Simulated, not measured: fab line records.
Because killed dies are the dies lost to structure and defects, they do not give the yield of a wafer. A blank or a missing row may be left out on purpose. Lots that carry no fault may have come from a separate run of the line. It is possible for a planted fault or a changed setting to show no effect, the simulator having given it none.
The tool behind it: which one? / flow sky130 / 12 lots with 36 wafers sampled at 2 steps, on a route of 708 steps

== WHAT THE GAUGES READ, wafer by wafer ==
SKY_VIA3_OVL_MEAS_13.
lot=L392; measured=day 41 01:35; on=overlay-02; VIA3_OVL (nm)=-5 -10 -4
lot=L389; measured=day 41 02:21; on=overlay-02; VIA3_OVL (nm)=-7 -8 -4
lot=L391; measured=day 41 03:31; on=overlay-01; VIA3_OVL (nm)=-1 -4 2
lot=L393; measured=day 41 05:02; on=overlay-02; VIA3_OVL (nm)=10 11 13
lot=L395; measured=day 41 11:52; on=overlay-02; VIA3_OVL (nm)=1 0 -1
lot=L396; measured=day 41 19:51; on=overlay-02; VIA3_OVL (nm)=5 2 6
lot=L399; measured=day 42 16:05; on=overlay-02; VIA3_OVL (nm)=14 8 -1
lot=L398; measured=day 42 17:15; on=overlay-02; VIA3_OVL (nm)=12 4 7
lot=L403; measured=day 44 08:38; on=overlay-02; VIA3_OVL (nm)=1 -7 -2
lot=L407; measured=day 45 02:08; on=overlay-02; VIA3_OVL (nm)=1 -4 3
lot=L408; measured=day 45 09:40; on=overlay-02; VIA3_OVL (nm)=-1 7 -3
lot=L412; measured=day 46 12:04; on=overlay-01; VIA3_OVL (nm)=-1 -1 0

SKY_VIA3_RS_MEAS_22: measurement is done with a four-point probe.
lot=L392; measured=day 41 02:31; on=film-metro-01; VIA3_W_RS (ohm/sq)=0.293 0.289 0.291
lot=L389; measured=day 41 03:21; on=film-metro-01; VIA3_W_RS (ohm/sq)=0.286 0.288 0.289
lot=L391; measured=day 41 04:27; on=film-metro-01; VIA3_W_RS (ohm/sq)=0.289 0.292 0.288
lot=L393; measured=day 41 05:57; on=film-metro-02; VIA3_W_RS (ohm/sq)=0.290 0.293 0.293
lot=L395; measured=day 41 12:47; on=film-metro-04; VIA3_W_RS (ohm/sq)=0.286 0.288 0.290
lot=L396; measured=day 41 20:52; on=film-metro-02; VIA3_W_RS (ohm/sq)=0.292 0.290 0.289
lot=L399; measured=day 42 17:07; on=film-metro-04; VIA3_W_RS (ohm/sq)=0.292 0.292 0.292
lot=L398; measured=day 42 18:17; on=film-metro-01; VIA3_W_RS (ohm/sq)=0.286 0.292 0.286
lot=L403; measured=day 44 09:35; on=film-metro-01; VIA3_W_RS (ohm/sq)=0.287 0.289 0.293
lot=L407; measured=day 45 03:03; on=film-metro-01; VIA3_W_RS (ohm/sq)=0.295 0.293 0.287
lot=L408; measured=day 45 10:35; on=film-metro-01; VIA3_W_RS (ohm/sq)=0.282 0.292 0.293
lot=L412; measured=day 46 12:59; on=film-metro-01; VIA3_W_RS (ohm/sq)=0.287 0.282 0.285

== WHAT TOOL EACH LOT RAN ON (gives the tool, then ch and the chambers of the sampled wafers, and finally the start) ==
There is no process step in the record ahead of these readings.

== AS READ BY THE TOOLS THEMSELVES (means over the sampled wafers that have a number; for cases with no such wafer, the mark the record gives instead) ==
The record holds no such reading with a usual standard deviation.

== THE ANSWER, worked out from the rows above alone ==
Rule: the lots themselves supply what counts as usual. The widest of any qualifying gaps counts: lots, ordered by their means at a reading, are off when they make up no more than a third of the lots, leave a main group of 4 or more, and stand apart from it by 3 or more times the standard deviation of that group's means. A main group whose means are all the same, to the digits that the tables above print for the reading, isn't used. Also off: a lot with no number at a reading for which 4 or more lots have one. Any other lot the step has rows for is counted as sound. First the gauges in route order, then the tools' own readings, where a lot's mean is used as printed above. The first step at which some lot is off is used, and at that step the reading that is off furthest; a lot without a number counts as furthest.
Nothing can be told from this: no lot is off at any reading shown.

== WHAT THE SIMULATOR HAD PUT IN ==
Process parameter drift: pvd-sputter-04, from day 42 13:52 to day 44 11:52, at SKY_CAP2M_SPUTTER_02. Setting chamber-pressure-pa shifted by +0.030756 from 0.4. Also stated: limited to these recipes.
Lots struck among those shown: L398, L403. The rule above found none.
